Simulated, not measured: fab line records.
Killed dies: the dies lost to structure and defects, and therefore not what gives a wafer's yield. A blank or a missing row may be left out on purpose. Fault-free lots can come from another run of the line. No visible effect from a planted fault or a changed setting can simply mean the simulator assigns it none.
Matching of chambers    flow sky130    SKY_VIA4_CMP_21 on cmp-01 has 4 sister chambers
The step polishes, stops on SiO2, t overpolish 25 s, target thk 0 nm. 4 wafers are shown with their chamber, then 9 later ones without.

WAFERS PAIRED WITH THEIR CHAMBERS
wafer   chamber  motor_current_A (A)
L574.5  1        9.8
L576.5  0        11.4
L579.1  2        12.2
L579.6  3        11.4

WAFERS WITH NO CHAMBER GIVEN
wafer   motor_current_A (A)
L580.1  11.7
L580.2  9.9
L580.6  11.7
L581.1  9.9
L581.3  11.0
L581.6  11.7
L589.2  10.0
L589.4  11.0
L589.5  9.7

WHICH CHAMBER EACH ONE RAN IN
wafer   from the rows above           in truth
L580.1  can't be placed: 0 or 3 or 2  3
L580.2  1                             1
L580.6  can't be placed: 0 or 3 or 2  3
L581.1  1                             1
L581.3  can't be placed: 0 or 3       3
L581.6  can't be placed: 0 or 3 or 2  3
L589.2  1                             1
L589.4  can't be placed: 0 or 3       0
L589.5  1                             1
Placed correctly: 4 of 9. Unplaceable from these rows: 5, with the true chamber sitting among the candidates in 5. 0 placed wrongly.
How it was worked out, from the rows above alone: a wafer's distance from a chamber is the root of the sum, over the readings, of the square of ((its reading less the chamber's mean) divided by the reading's scatter). If the next closest chamber is less than 2 further off than the closest, the wafer can't be placed; otherwise it belongs to the closest. For every chamber, the mean is computed from those of its wafers that are shown. The scatter: root of mean squared gap, hidden wafer to nearest shown wafer, with one shown wafer a chamber.
